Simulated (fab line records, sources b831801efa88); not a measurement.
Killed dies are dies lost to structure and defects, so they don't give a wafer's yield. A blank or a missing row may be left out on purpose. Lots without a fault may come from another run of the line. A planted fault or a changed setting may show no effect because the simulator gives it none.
fab line records | flow sfq_line
record lots=6 wafers=18 last_day=100
route steps=325 shown I0@47 M1@58 I1@73 M2@88 M8@325
lots that met no fault: from a run of the same line without faults
start_h: hours from the record's first day to the start of the lot's first wafer shown | wait_h: hours since the lot's step before | " the same as in the row above | L1.1+2: a row that stands for several wafers | - no value, or no start given | * or withheld: withheld | < > ~ a bound
route shown NAME@n: a module of which the file shows steps, and the number in the route of the first | usual: mean/standard deviation of fault-free wafers | same: alike in all rows | chamber/n: place in a boat | sites: the reading at each site | _std_site: their standard deviation | _edge_site: outer sites' mean less inner sites' | radius_mm: how far each site lies from the wafer's centre | mask NAME#n: copy n | behind: the tool/chamber that last shaped the wafer | hold: why the lot was held/for how many hours/how that ended | device: the transistor (n, p or np) that didn't switch | end of line: the same wafers' tests at the end of the route | a step without rows: its recipe alone | killed: dies lost to structure and defects at the first sort, not the wafer's yield | map: a wafer's dies, x killed, . not, _ none there
set.NAME: the setting as run; set.NAME@STEP: as run at that earlier step | model.NAME: the simulator's own value behind a step, which no gauge read
lots at some steps of the route; a table a step, a row a wafer
services: from which hour (start_h, from the record's first day; less than 0 if before it) a tool's chamber was out of use, for how many hours, and why
## steps
# step SFQ_TRILAYER_I0_VIA_LITHO_COAT_036
# recipe resist=BARC spin_rpm=3000 resist_thk_nm=62
# step SFQ_TRILAYER_I0_VIA_LITHO_COAT_031
# recipe resist=KrF spin_rpm=3000 resist_thk_nm=650
# step SFQ_TRILAYER_I0_VIA_LITHO_SOFTBAKE_035
# recipe temp_c=withheld time_s=withheld resist=KrF
# step SFQ_TRILAYER_I0_VIA_LITHO_EXPOSE_032
# recipe mask_id=I0 na=0.6 source_shape=conventional sigma_outer=0.65 target_cd_nm=500 dose_mj=21.3
# step SFQ_TRILAYER_I0_VIA_LITHO_PEB_034
# recipe peb_temp_c=115 peb_time_s=60 resist=KrF
# step SFQ_TRILAYER_I0_VIA_LITHO_DEVELOP_033
# recipe time_s=60 resist=KrF
# step SFQ_I0_OVL_MEAS_908
# usual I0_OVL=-3/4.2
# columns lot.wafer tool chamber start_h wait_h I0_OVL[nm]
L143.2 overlay-02 - 423.18 0.1 3
L143.4 " - " " -3
L143.6 " - " " -2
L150.3 overlay-01 - 503.26 0.1 -2
L150.5 " - " " 0
L150.6 " - " " 1
L151.1 overlay-01 - 515.25 0.1 -7
L151.2 " - " " -5
L151.5 " - " " -1
L154.2 overlay-01 - 542.85 0.1 0
L154.4 " - " " 2
L154.6 " - " " -7
L161.1 overlay-02 - 598.42 0.1 2
L161.2 " - " " 2
L161.5 " - " " 0
L162.1 overlay-01 - 603.52 0.1 -2
L162.2 " - " " -3
L162.5 " - " " -2
# step SFQ_TRILAYER_I0_VIA_BARC_OPEN_VIA_ETCH_046
# recipe mask_material=PR chemistry=O2 target_depth_nm=125 target=BARC source_w=500 bias_w=80 pressure_mtorr=30 time_s=41.7
# step SFQ_TRILAYER_I0_VIA_ETCH_VIA_ETCH_034
# recipe target=SiO2 stop_on=Nb mask_material=PR taper_deg=20 chemistry=CHF3 target_depth_nm=260 source_w=500 bias_w=80 pressure_mtorr=30 time_s=withheld
# usual drypump_motor_current_A=5.8/0.4 oes_product_au=0.854/0.0053 rf_fwd_power_W=498.1/1.7
# columns lot.wafer tool chamber start_h wait_h drypump_motor_current_A oes_product_au rf_fwd_power_W
L143.2 rie_diel-01 2 423.25 0.0 5.4 0.862 499.7
L143.4 " 0 " " 5.9 0.850 494.8
L143.6 " 3 " " 5.2 0.862 498.1
L150.3 rie_diel-01 2 503.32 0.0 5.4 0.862 498.8
L150.5 " 0 " " 5.8 0.860 495.8
L150.6 " 1 " " 6.2 0.857 499.2
L151.1 rie_diel-01 2 515.32 0.0 5.4 0.858 497.0
L151.2 " 0 " " 5.9 0.858 495.6
L151.5 " 3 " " 5.2 0.855 501.6
L154.2 rie_diel-02 2 542.92 0.0 6.1 0.863 498.9
L154.4 " 3 " " 5.5 0.842 497.7
L154.6 " 0 " " 6.7 0.849 497.5
L161.1 rie_diel-01 2 598.50 0.0 5.4 0.854 498.5
L161.2 " 0 " " 5.9 0.862 495.6
L161.5 " 0 " " 5.9 0.849 497.5
L162.1 rie_diel-02 3 603.59 0.0 5.5 0.858 495.7
L162.2 " 2 " " 6.1 0.850 498.4
L162.5 " 3 " " 5.5 0.847 495.1
# step SFQ_TRILAYER_I0_VIA_STRIP_STRIP_035
# recipe gas=O2 power_w=200 platen_temp_c=40 overash_fraction=0.65 chemistry=O2 pressure_mtorr=50
# step SFQ_TRILAYER_I0_VIA_STRIP_SOLV_CLEAN_036
# recipe chemistry=NMP temp_c=70 time_s=600
# step SFQ_TRILAYER_M1_DEP_PRE_CLEAN_038
# recipe gas=Ar time_s=22.5 bias_v=250
# step SFQ_TRILAYER_M1_DEP_SPUTTER_037
# recipe material=Nb base_pressure_pa=1.33e-06 chamber_pressure_pa=0.1333 substrate_temp_c=20 resputter_cathode_voltage_v=400 target_thk_nm=200 power_w=2000 time_s=133.3
# usual throttle_valve_pct=30.2/1
# columns lot.wafer tool chamber start_h wait_h throttle_valve_pct model.Nb_of_TRILAYER_M1_DEP_SPUTTER_037.thk_nm
L143.2 pvd_sputter-03 - 424.17 0.0 30.2 194.9
L143.4 " - " " 30.3 196.7
L143.6 " - " " 30.9 199.6
L150.3 pvd_sputter-06 - 504.24 0.0 29.9 200.9
L150.5 " - " " 29.6 200.9
L150.6 " - " " 32.6 199
L151.1 pvd_sputter-06 - 516.42 0.0 29.4 190.4
L151.2 " - " " 32.7 189.7
L151.5 " - " " 29.7 190.4
L154.2 pvd_sputter-06 - 543.84 0.0 30.6 187
L154.4 " - " " 29.6 188
L154.6 " - " " 29.6 187.2
L161.1 pvd_sputter-03 - 599.42 0.0 30.2 198.2
L161.2 " - " " 31.0 200.5
L161.5 " - " " 30.9 200.8
L162.1 pvd_sputter-04 - 604.51 0.0 28.8 200
L162.2 " - " " 28.9 196.3
L162.5 " - " " 29.4 199
# step SFQ_M1_RS_MEAS_909
# recipe thk_meas_gauge=four-point-probe reads=Nb_of_TRILAYER_M1_DEP_SPUTTER_037
# usual M1_NB_RS=0.888/0.0097
# columns lot.wafer tool chamber start_h wait_h M1_NB_RS[ohm/sq]
L143.2 film_metro-01 - 424.29 0.1 0.915
L143.4 " - " " 0.904
L143.6 " - " " 0.893
L150.3 film_metro-01 - 504.37 0.1 0.886
L150.5 " - " " 0.884
L150.6 " - " " 0.895
L151.1 film_metro-01 - 516.51 0.0 0.936
L151.2 " - " " 0.940
L151.5 " - " " 0.937
L154.2 film_metro-04 - 543.95 0.1 0.952
L154.4 " - " " 0.946
L154.6 " - " " 0.952
L161.1 film_metro-03 - 599.51 0.0 0.898
L161.2 " - " " 0.888
L161.5 " - " " 0.886
L162.1 film_metro-03 - 604.60 0.0 0.890
L162.2 " - " " 0.906
L162.5 " - " " 0.895
# step SFQ_TRILAYER_M1_LITHO_COAT_044
# recipe resist=BARC spin_rpm=3000 resist_thk_nm=62
# step SFQ_TRILAYER_M1_LITHO_COAT_039
# recipe resist=KrF spin_rpm=3000 resist_thk_nm=600
# step SFQ_TRILAYER_M1_LITHO_SOFTBAKE_043
# recipe temp_c=withheld time_s=withheld resist=KrF
# step SFQ_TRILAYER_M1_LITHO_EXPOSE_040
# recipe mask_id=M1 na=0.6 source_shape=conventional sigma_outer=0.65 target_cd_nm=500 dose_mj=14.4
# step SFQ_TRILAYER_M1_LITHO_PEB_042
# recipe peb_temp_c=115 peb_time_s=60 resist=KrF
# step SFQ_TRILAYER_M1_LITHO_DEVELOP_041
# recipe time_s=60 resist=KrF
# step SFQ_M1_OVL_MEAS_911
# usual M1_OVL=2/4.5
# columns lot.wafer tool chamber start_h wait_h M1_OVL[nm]
L143.2 overlay-01 - 584.03 0.1 10
L143.4 " - " " 3
L143.6 " - " " 3
L150.3 overlay-01 - 665.38 0.1 9
L150.5 " - " " 10
L150.6 " - " " 7
L151.1 overlay-02 - 677.36 0.1 11
L151.2 " - " " 14
L151.5 " - " " 6
L154.2 overlay-01 - 701.37 0.1 6
L154.4 " - " " 2
L154.6 " - " " 4
L161.1 overlay-01 - 766.50 0.1 -11
L161.2 " - " " -1
L161.5 " - " " -3
L162.1 overlay-01 - 772.76 0.1 2
L162.2 " - " " 0
L162.5 " - " " 3
# step SFQ_TRILAYER_M1_BARC_OPEN_METAL_ETCH_054
# recipe mask_material=PR chemistry=O2 target_depth_nm=125 target=BARC icp_w=600 bias_w=80 pressure_mtorr=10 time_s=41.7
# step SFQ_TRILAYER_M1_ETCH_METAL_ETCH_042
# recipe target=Nb stop_on=SiO2 mask_material=PR chemistry=Cl2/Ar target_depth_nm=240 icp_w=600 bias_w=80 pressure_mtorr=10 time_s=120
# usual drypump_motor_current_A=6.0/0.47 oes_product_au=0.895/0.0073 rf_fwd_power_W=596.6/2.1
# columns lot.wafer tool chamber start_h wait_h drypump_motor_current_A oes_product_au rf_fwd_power_W rf_hours_counter_h
L143.2 rie_metal-03 1 584.12 0.0 5.3 0.878 595.6 57
L143.4 " 1 " " 5.3 0.881 594.2 -
L143.6 " 1 " " 5.2 0.889 593.5 -
L150.3 rie_metal-04 0 665.50 0.1 6.7 0.901 597.5 -
L150.5 " 0 " " 6.7 0.900 597.5 -
L150.6 " 1 " " 6.1 0.889 595.2 -
L151.1 rie_metal-04 1 677.46 0.0 6.1 0.869 600.2 43
L151.2 " 0 " " 6.7 0.867 598.9 4
L151.5 " 1 " " 6.1 0.863 595.1 -
L154.2 rie_metal-04 1 701.46 0.0 6.1 0.856 596.3 48
L154.4 " 0 " " 6.7 0.867 594.7 -
L154.6 " 0 " " 6.6 0.861 598.3 -
L161.1 rie_metal-03 0 766.60 0.0 6.0 0.890 597.5 45
L161.2 " 1 " " 5.3 0.896 593.8 90
L161.5 " 0 " " 6.0 0.894 596.7 -
L162.1 rie_metal-02 1 772.86 0.0 6.3 0.896 595.6 23
L162.2 " 0 " " 5.6 0.885 593.2 124
L162.5 " 0 " " 5.7 0.886 594.6 -
# step SFQ_TRILAYER_M1_STRIP_STRIP_043
# recipe gas=O2 power_w=200 platen_temp_c=40 overash_fraction=0.65 chemistry=O2 pressure_mtorr=50
# step SFQ_TRILAYER_M1_STRIP_SOLV_CLEAN_044
# recipe chemistry=NMP temp_c=70 time_s=600
# step SFQ_TRILAYER_I1_DEP_PECVD_045
# recipe material=SiO2 temp_c=150 time_s=111.11 pressure_torr=2.4 rf_w=183.3 precursor=SiH4/N2O target_thk_nm=500
# usual heater_power_w=89/9.2 rf_fwd_power_W=182.2/0.64 throttle_valve_pct=24.9/0.98
# columns lot.wafer tool chamber start_h wait_h heater_power_w rf_fwd_power_W since_wet_clean_h throttle_valve_pct
L143.2 pecvd-03 2 585.02 0.0 86 182.8 746 25.1
L143.4 " 2 " " 93 183.2 - 25.1
L143.6 " 1 " " 76 183.1 - 23.4
L150.3 pecvd-03 0 666.36 0.0 102 182.8 828 25.7
L150.5 " 2 " " 101 183.0 - 25.4
L150.6 " 0 " " 104 182.1 - 25.9
L151.1 pecvd-01 2 678.36 0.0 75 182.4 470 24.4
L151.2 " 1 " " 84 182.6 470 24.4
L151.5 " 1 " " 87 182.6 - 24.1
L154.2 pecvd-04 1 702.36 0.0 76 182.2 1247 25.8
L154.4 " 0 " " 95 182.0 - 26.1
L154.6 " 2 " " 88 181.5 - 23.6
L161.1 pecvd-04 2 767.53 0.0 94 182.9 1312 23.6
L161.2 " 1 " " 81 182.3 1312 25.8
L161.5 " 0 " " 98 183.5 - 25.7
L162.1 pecvd-03 0 773.78 0.0 86 182.1 935 26.3
L162.2 " 2 " " 99 182.1 935 25.6
L162.5 " 0 " " 92 181.7 - 26.4
# step SFQ_TRILAYER_I1_CMP_CMP_046
# recipe material=SiO2 down_force_psi=3 platen_rpm=60 pad_velocity_m_s=0.94248
# usual motor_current_A=10.5/0.75 time_to_endpoint_s=217/8.2
# columns lot.wafer tool chamber start_h wait_h motor_current_A time_to_endpoint_s
L143.2 cmp-01 1 585.10 0.0 11.4 207
L143.4 " 3 586.10 1.0 10.2 205
L143.6 " 1 587.10 2.0 11.4 218
L150.3 cmp-02 0 677.23 10.8 10.3 228
L150.6 " 3 678.73 12.3 11.3 226
L150.5 " 0 " " 10.7 225
L151.2 cmp-01 0 687.46 9.1 10.6 219
L151.1 " 3 688.96 10.6 10.1 199
L151.5 " 0 " " 9.6 231
L154.4 cmp-02 1 719.23 16.8 10.5 206
L154.2 " 2 " " 9.8 216
L154.6 " 0 720.73 18.3 10.7 226
L161.1 cmp-01 0 768.47 0.9 10.4 214
L161.2 " 2 769.47 1.9 9.3 217
L161.5 " 1 770.97 3.4 11.9 222
L162.2 cmp-01 3 774.35 0.5 10.0 202
L162.1 " 1 775.35 1.5 10.8 221
L162.5 " 2 " " 8.6 227
# step SFQ_I1_BOW_MEAS_912
# recipe mode=bow
# usual I1_BOW=2/8
# columns lot.wafer tool chamber start_h wait_h I1_BOW[um]
L143.2 film_metro-03 - 588.12 2.5 8
L143.4 " - " " -13
L143.6 " - " " 2
L150.3 film_metro-02 - 679.77 2.0 19
L150.5 " - " " -10
L150.6 " - " " 5
L151.1 film_metro-03 - 690.46 1.0 15
L151.2 " - " " 4
L151.5 " - " " 2
L154.2 film_metro-02 - 721.75 1.5 4
L154.4 " - " " 6
L154.6 " - " " -4
L161.1 film_metro-02 - 771.47 2.5 7
L161.2 " - " " 7
L161.5 " - " " -6
L162.1 film_metro-04 - 776.85 1.0 -18
L162.2 " - " " -14
L162.5 " - " " -1
# step SFQ_TRILAYER_I1_METRO_MEASURE_047
# step SFQ_TRILAYER_I1_VIA_LITHO_COAT_054
# recipe resist=BARC spin_rpm=3000 resist_thk_nm=62
# step SFQ_TRILAYER_I1_VIA_LITHO_COAT_049
# recipe resist=KrF spin_rpm=3000 resist_thk_nm=650
# step SFQ_TRILAYER_I1_VIA_LITHO_SOFTBAKE_053
# recipe temp_c=withheld time_s=withheld resist=KrF
# step SFQ_TRILAYER_I1_VIA_LITHO_EXPOSE_050
# recipe mask_id=I1 na=0.6 source_shape=conventional sigma_outer=0.65 target_cd_nm=500 dose_mj=21.3
# step SFQ_TRILAYER_I1_VIA_LITHO_PEB_052
# recipe peb_temp_c=115 peb_time_s=60 resist=KrF
# step SFQ_TRILAYER_I1_VIA_LITHO_DEVELOP_051
# recipe time_s=60 resist=KrF
# step SFQ_I1_OVL_MEAS_913
# usual I1_OVL=0/5
# columns lot.wafer tool chamber start_h wait_h I1_OVL[nm]
L143.2 overlay-02 - 754.17 0.1 -5
L143.4 " - " " -8
L143.6 " - " " -4
L150.3 overlay-01 - 832.30 0.1 -5
L150.5 " - " " 0
L150.6 " - " " -2
L151.1 overlay-02 - 843.09 0.1 8
L151.2 " - " " 6
L151.5 " - " " 9
L154.2 overlay-01 - 874.29 0.1 -6
L154.4 " - " " -7
L154.6 " - " " -5
L161.1 overlay-02 - 922.41 0.1 -2
L161.2 " - " " 2
L161.5 " - " " 1
L162.1 overlay-02 - 927.21 0.1 -9
L162.2 " - " " -9
L162.5 " - " " -5
# step SFQ_TRILAYER_I1_VIA_BARC_OPEN_VIA_ETCH_071
# recipe mask_material=PR chemistry=O2 target_depth_nm=125 target=BARC source_w=500 bias_w=80 pressure_mtorr=30 time_s=41.7
# usual drypump_motor_current_A=5.8/0.42 oes_product_au=0.685/0.0044 rf_fwd_power_W=494.9/1.7
# columns lot.wafer tool chamber start_h wait_h drypump_motor_current_A oes_product_au rf_fwd_power_W rf_hours_counter_h
L143.2 rie_diel-03 0 754.20 0.0 5.5 0.684 497.6 12
L143.4 " 2 " " 5.5 0.680 495.7 0
L143.6 " 2 " " 5.4 0.676 494.0 -
L150.3 rie_diel-01 2 832.32 0.0 5.4 0.691 494.3 6
L150.5 " 2 " " 5.4 0.683 494.1 -
L150.6 " 1 " " 6.1 0.686 493.4 -
L151.1 rie_diel-03 3 843.12 0.0 5.1 0.684 492.6 1
L151.2 " 1 " " 6.5 0.687 494.4 3
L151.5 " 3 " " 5.1 0.694 494.0 -
L154.2 rie_diel-04 3 874.32 0.0 5.7 0.686 497.2 1
L154.4 " 1 " " 6.0 0.689 495.1 1
L154.6 " 3 " " 5.7 0.681 496.1 -
L161.1 rie_diel-04 0 922.45 0.0 6.2 0.694 495.0 10
L161.2 " 1 " " 6.0 0.685 495.0 2
L161.5 " 1 " " 6.0 0.687 496.0 -
L162.1 rie_diel-03 1 927.25 0.0 6.5 0.681 495.2 4
L162.2 " 2 " " 5.5 0.679 493.1 2
L162.5 " 0 " " 5.4 0.685 497.6 -
# step SFQ_TRILAYER_I1_VIA_ETCH_VIA_ETCH_052
# recipe target=SiO2 stop_on=Nb mask_material=PR taper_deg=20 chemistry=CHF3 target_depth_nm=260 source_w=500 bias_w=80 pressure_mtorr=30 time_s=withheld
# usual drypump_motor_current_A=5.8/0.43 oes_product_au=0.854/0.0054 rf_fwd_power_W=498.2/1.7
# columns lot.wafer tool chamber start_h wait_h drypump_motor_current_A oes_product_au rf_fwd_power_W
L143.2 rie_diel-03 0 754.24 0.0 5.4 0.848 499.5
L143.4 " 2 " " 5.5 0.851 498.8
L143.6 " 2 " " 5.4 0.849 499.6
L150.3 rie_diel-01 2 832.36 0.0 5.4 0.863 496.3
L150.5 " 2 " " 5.4 0.862 498.8
L150.6 " 1 " " 6.1 0.860 499.1
L151.1 rie_diel-03 3 843.16 0.0 5.0 0.845 498.2
L151.2 " 1 " " 6.5 0.856 497.0
L151.5 " 3 " " 5.1 0.849 497.0
L154.2 rie_diel-04 3 874.36 0.0 5.7 0.856 498.9
L154.4 " 1 " " 6.0 0.849 500.2
L154.6 " 3 " " 5.7 0.857 499.4
L161.1 rie_diel-04 0 922.49 0.0 6.2 0.855 496.3
L161.2 " 1 " " 6.0 0.850 499.1
L161.5 " 1 " " 6.0 0.848 498.0
L162.1 rie_diel-03 1 927.29 0.0 6.5 0.850 499.4
L162.2 " 2 " " 5.4 0.859 497.7
L162.5 " 0 " " 5.4 0.855 496.4
# step SFQ_TRILAYER_I1_VIA_STRIP_STRIP_053
# recipe gas=O2 power_w=200 platen_temp_c=40 overash_fraction=0.65 chemistry=O2 pressure_mtorr=50
# step SFQ_TRILAYER_I1_VIA_STRIP_SOLV_CLEAN_054
# recipe chemistry=NMP temp_c=70 time_s=600
# step SFQ_TRILAYER_M2_DEP_PRE_CLEAN_056
# recipe gas=Ar time_s=22.5 bias_v=250
# step SFQ_M8_BOW_MEAS_951
# recipe mode=bow
# usual M8_BOW=11/11
# columns lot.wafer tool chamber start_h wait_h M8_BOW[um] model.etest.m1.ohm_um model.etest.i0.link_ohm model.etest.m1.ohm_sq model.etest.i1.link_ohm
L143.2 film_metro-02 - 2059.86 0.0 18 1.831 1.995 0.9127 1.978
L143.4 " - " " -1 1.81 1.975 0.9041 1.962
L143.6 " - " " 13 1.782 1.97 0.891 1.942
L150.3 film_metro-02 - 2139.43 0.0 15 1.777 1.951 0.8855 1.957
L150.5 " - " " -13 1.777 1.952 0.8855 1.938
L150.6 " - " " 2 1.789 1.982 0.8936 1.966
L151.1 film_metro-03 - 2245.85 0.0 13 1.868 2.025 0.9345 2.006
L151.2 " - " " 1 1.875 2.031 0.9377 2.024
L151.5 " - " " -1 1.869 2.024 0.9343 2.01
L154.2 film_metro-03 - 2278.13 0.0 37 1.901 2.034 0.9514 2.046
L154.4 " - " " 39 1.898 2.04 0.946 2.029
L154.6 " - " " 29 1.909 2.021 0.9501 2.028
L161.1 film_metro-03 - 2401.27 0.0 15 1.815 1.986 0.8976 1.978
L161.2 " - " " 15 1.775 1.967 0.8873 1.958
L161.5 " - " " 3 1.783 1.972 0.886 1.956
L162.1 film_metro-03 - 2402.01 0.0 -10 1.784 1.976 0.8892 1.994
L162.2 " - " " -6 1.81 1.978 0.9062 2.016
L162.5 " - " " 8 1.786 1.966 0.8937 2.002
## services
# columns tool chamber start_h hours kind
cmp-01 - 405.02 4.0 pm
rie_diel-04 0 418.48 7.9 repair
rie_diel-03 2 440.16 8.2 repair
rie_diel-04 2 440.65 42.6 repair
rie_diel-03 0 447.24 3.8 repair
cmp-01 - 448.46 1.0 repair
rie_diel-04 1 473.42 4.6 repair
rie_diel-04 - 481.06 15.6 pm
cmp-01 - 483.32 12.1 pm
rie_diel-01 2 511.04 1.9 repair
rie_diel-03 0 515.78 5.8 repair
rie_diel-03 - 523.53 0.3 repair
rie_diel-03 0 544.17 2.0 repair
rie_diel-03 0 576.20 1.2 repair
rie_diel-01 - 653.36 0.5 repair
rie_diel-03 2 665.16 5.6 repair
rie_diel-03 1 704.94 4.7 repair
rie_diel-03 - 765.76 1.0 repair
rie_diel-01 1 821.87 8.3 repair
rie_diel-01 - 850.10 12.1 repair
rie_diel-01 - 860.36 38.2 repair
rie_diel-01 3 892.82 1.2 repair
rie_diel-03 2 899.88 3.3 repair
rie_diel-01 - 915.98 14.6 pm
## key
first_sign step=SFQ_M1_RS_MEAS_909 reading=M1_NB_RS direction=up sigmas=5.8 usual=0.888 struck=0.944
effect step=SFQ_TRILAYER_M1_ETCH_METAL_ETCH_042 reading=oes_product_au direction=down sigmas=4.3 usual=0.895 struck=0.864
model_effect step=SFQ_TRILAYER_M1_DEP_SPUTTER_037 value=Nb_of_TRILAYER_M1_DEP_SPUTTER_037.thk_nm without=202.3 struck=188.8
model_effect step=SFQ_M8_BOW_MEAS_951 value=etest.m1.ohm_um without=1.76 struck=1.887
met_at SFQ_TRILAYER_M1_DEP_SPUTTER_037
struck_wafers L151.1,L151.2,L151.5,L154.2,L154.4,L154.6
onset_between 504.24 516.42
fault kind=process_parameter_drift tool=pvd_sputter-06 chamber=- onset_h=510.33 steps=SFQ_TRILAYER_M1_DEP_SPUTTER_037 channel=target_thk_nm offset=-13.524 shape=step end_h=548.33 acts_in=these_recipes_only stated=200
